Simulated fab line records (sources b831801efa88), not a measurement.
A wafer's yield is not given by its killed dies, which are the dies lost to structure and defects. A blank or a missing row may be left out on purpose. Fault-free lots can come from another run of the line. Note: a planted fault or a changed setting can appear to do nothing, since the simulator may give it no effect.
What tool caused it? + flow gf180mcu + 12 lots with 36 wafers sampled at 3 steps, on a route of 602 steps

## WHAT EACH GAUGE READ, for each wafer
GF_POLY_GATE_CD_MEAS_10: target cd 280 nm. Usual: cd-nm reads 280.0 nm (standard deviation 1.3).
| lot  | measured     | on        | cd-nm (nm)        | flag |
|------|--------------|-----------|-------------------|------|
| L469 | day 9 13:56  | cd-sem-02 | 280.2 280.1 280.0 |      |
| L468 | day 9 15:48  | cd-sem-02 | 277.8 277.0 276.2 |      |
| L470 | day 9 22:46  | cd-sem-01 | 280.0 280.4 279.3 |      |
| L472 | day 10 06:07 | cd-sem-02 | 279.5 279.6 279.1 |      |
| L471 | day 10 06:02 | cd-sem-01 | 280.3 280.1 280.8 |      |
| L473 | day 10 14:47 | cd-sem-01 | 280.5 280.1 280.1 |      |
| L477 | day 11 15:37 | cd-sem-01 | 281.6 279.9 279.7 |      |
| L479 | day 12 08:38 | cd-sem-02 | 280.7 280.1 280.2 |      |
| L482 | day 13 10:54 | cd-sem-02 | 280.9 280.6 280.8 |      |
| L484 | day 13 22:50 | cd-sem-02 | 281.2 280.4 279.9 |      |
| L486 | day 15 07:39 | cd-sem-02 | 278.1 278.1 278.4 |      |
| L488 | day 15 23:48 | cd-sem-02 | 281.0 281.8 280.0 |      |

GF_HV_LDD_TW_MEAS_23. Usual: HV_LDD_2_TW gives 1053 (standard deviation 18).
| lot  | measured     | on            | HV_LDD_2_TW    | flag |
|------|--------------|---------------|----------------|------|
| L469 | day 11 05:23 | film-metro-01 | 1035 1037 1045 |      |
| L468 | day 11 08:01 | film-metro-02 | 1037 1030 1030 |      |
| L470 | day 11 15:04 | film-metro-02 | 1039 1039 1036 |      |
| L472 | day 11 21:52 | film-metro-03 | 1070 1081 1073 |      |
| L471 | day 11 21:16 | film-metro-01 | 1039 1042 1039 |      |
| L473 | day 12 07:24 | film-metro-01 | 1040 1047 1047 |      |
| L477 | day 13 11:45 | film-metro-02 | 1023 1020 1028 |      |
| L479 | day 14 02:53 | film-metro-01 | 1046 1041 1040 |      |
| L482 | day 15 06:22 | film-metro-01 | 1038 1038 1041 |      |
| L484 | day 15 21:33 | film-metro-03 | 1072 1064 1065 |      |
| L486 | day 17 06:20 | film-metro-03 | 1077 1075 1077 |      |
| L488 | day 18 02:00 | film-metro-03 | 1072 1074 1072 |      |

## WHAT TOOL EACH LOT RAN ON (gives the tool, then ch and the chambers of the sampled wafers, and finally the start)
| lot  | GF_VT_IMPLANT_STRIP_20               |
|------|--------------------------------------|
| L469 | plasma-asher-04 ch 0,1, day 6 17:04  |
| L468 | plasma-asher-01 ch 0,1, day 6 18:34  |
| L470 | plasma-asher-01 ch 0,1, day 7 01:16  |
| L472 | plasma-asher-02 ch 0,1, day 7 04:32  |
| L471 | plasma-asher-04 ch 0,1, day 7 05:02  |
| L473 | plasma-asher-04 ch 0,1, day 7 14:01  |
| L477 | plasma-asher-04 ch 0,1, day 8 10:05  |
| L479 | plasma-asher-02 ch 0,1, day 9 01:28  |
| L482 | plasma-asher-02 ch 1, day 10 00:22   |
| L484 | plasma-asher-02 ch 0, day 10 09:23   |
| L486 | plasma-asher-02 ch 0,1, day 11 17:43 |
| L488 | plasma-asher-04 ch 0,1, day 12 05:34 |
- GF_VT_IMPLANT_STRIP_20: strips in O2/N2.

## AS READ BY THE TOOLS THEMSELVES (means over the sampled wafers that have a number; for cases with no such wafer, the mark the record gives instead)
GF_VT_IMPLANT_STRIP_20. Usual: drypump-motor-current-A 5.63 A, standard deviation 0.24; heater-power-w 324 W, standard deviation 35; oes-product-au 0.715 a.u., standard deviation 0.004; strip-time-to-endpoint-s 12.62 s, standard deviation 0.035.
| lot  | tool            | drypump-motor-current-A (A) | heater-power-w (W) | oes-product-au (a.u.) | strip-time-to-endpoint-s (s) | flag |
|------|-----------------|-----------------------------|--------------------|-----------------------|------------------------------|------|
| L469 | plasma-asher-04 | 5.72                        | 367                | 0.710                 | 12.62                        |      |
| L468 | plasma-asher-01 | 5.87                        | 291                | 0.715                 | 12.65                        |      |
| L470 | plasma-asher-01 | 5.82                        | 297                | 0.715                 | 12.66                        |      |
| L472 | plasma-asher-02 | 5.42                        | 315                | 0.717                 | 12.60                        |      |
| L471 | plasma-asher-04 | 5.70                        | 373                | 0.714                 | 12.63                        |      |
| L473 | plasma-asher-04 | 5.71                        | 374                | 0.716                 | 12.63                        |      |
| L477 | plasma-asher-04 | 5.67                        | 342                | 0.714                 | 12.58                        |      |
| L479 | plasma-asher-02 | 5.58                        | 323                | 0.715                 | 12.63                        |      |
| L482 | plasma-asher-02 | 5.76                        | 327                | 0.714                 | 12.65                        |      |
| L484 | plasma-asher-02 | 5.23                        | 318                | 0.713                 | 12.60                        |      |
| L486 | plasma-asher-02 | 5.59                        | 317                | 0.714                 | 12.62                        |      |
| L488 | plasma-asher-04 | 5.71                        | 371                | 0.717                 | 12.66                        |      |

## THE ANSWER, worked out from the rows above alone
Rule: lot off if the mean of its wafers having a number is beyond 3 standard deviations from the usual mean. A lot without any number at a reading at which 4 lots or more have one is off too. Any other lot the step has rows for is counted as sound. Order of review: gauges by route order, followed by the tools' own readings, for which a lot's mean as printed above is used. The first step at which some lot is off is used, and at that step the reading that is off furthest; a lot without a number counts as furthest.
No lot is off on any of the readings shown, so nothing can be concluded from this.

## WHAT THE SIMULATOR PUT IN
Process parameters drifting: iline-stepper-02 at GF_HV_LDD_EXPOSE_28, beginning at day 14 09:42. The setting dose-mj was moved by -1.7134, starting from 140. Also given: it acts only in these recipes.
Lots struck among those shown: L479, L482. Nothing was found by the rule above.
